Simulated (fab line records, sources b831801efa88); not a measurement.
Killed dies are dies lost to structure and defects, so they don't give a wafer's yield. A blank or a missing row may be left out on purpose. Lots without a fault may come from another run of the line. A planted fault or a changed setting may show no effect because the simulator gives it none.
Which tool did it? | flow sky130 | 12 lots, 36 wafers sampled, at 1 step of a route of 708

WHAT THE GAUGES READ, wafer by wafer
SKY_METAL2_RS_MEAS_05: measures by four-point-probe.
lot  | measured     | on            | METAL2_ALCU_RS (ohm/sq)
L075 | day 34 08:59 | film_metro-01 | 0.1278 0.1280 0.1282
L077 | day 35 08:11 | film_metro-03 | 0.1288 0.1288 0.1294
L079 | day 35 18:44 | film_metro-03 | 0.1272 0.1274 0.1276
L081 | day 36 13:01 | film_metro-01 | 0.1276 0.1283 0.1271
L084 | day 38 08:42 | film_metro-03 | 0.1265 0.1268 0.1268
L085 | day 38 12:32 | film_metro-01 | 0.1259 0.1271 0.1267
L086 | day 38 15:17 | film_metro-04 | 0.1299 0.1286 0.1277
L089 | day 38 23:34 | film_metro-03 | 0.1259 0.1262 0.1264
L092 | day 39 15:30 | film_metro-04 | 0.1254 0.1263 0.1251
L093 | day 39 23:25 | film_metro-01 | 0.1267 0.1285 0.1275
L095 | day 40 15:35 | film_metro-04 | 0.1247 0.1268 0.1258
L097 | day 41 17:43 | film_metro-03 | 0.1270 0.1265 0.1269

WHICH TOOL RAN EACH LOT (tool, then ch and the chambers of the sampled wafers, then the start)
The record holds no process step before these readings.

THE ANSWER, worked out from the rows above alone
Rule: what is usual is taken from the lots themselves. Put in order of their means at a reading, lots are off if they are a third of the lots or fewer, leave a main group of 4 or more, and stand apart from it by a gap of 3 or more times the standard deviation of the main group's means; of several such gaps the widest counts. A main group whose means are all the same, to the digits that the tables above print for the reading, isn't used. A lot without any number at a reading at which 4 lots or more have one is off too. The other lots that the step has rows for count as sound.
No lot is off at any reading shown: from this, nothing can be told.

WHAT THE SIMULATOR HAD PUT IN
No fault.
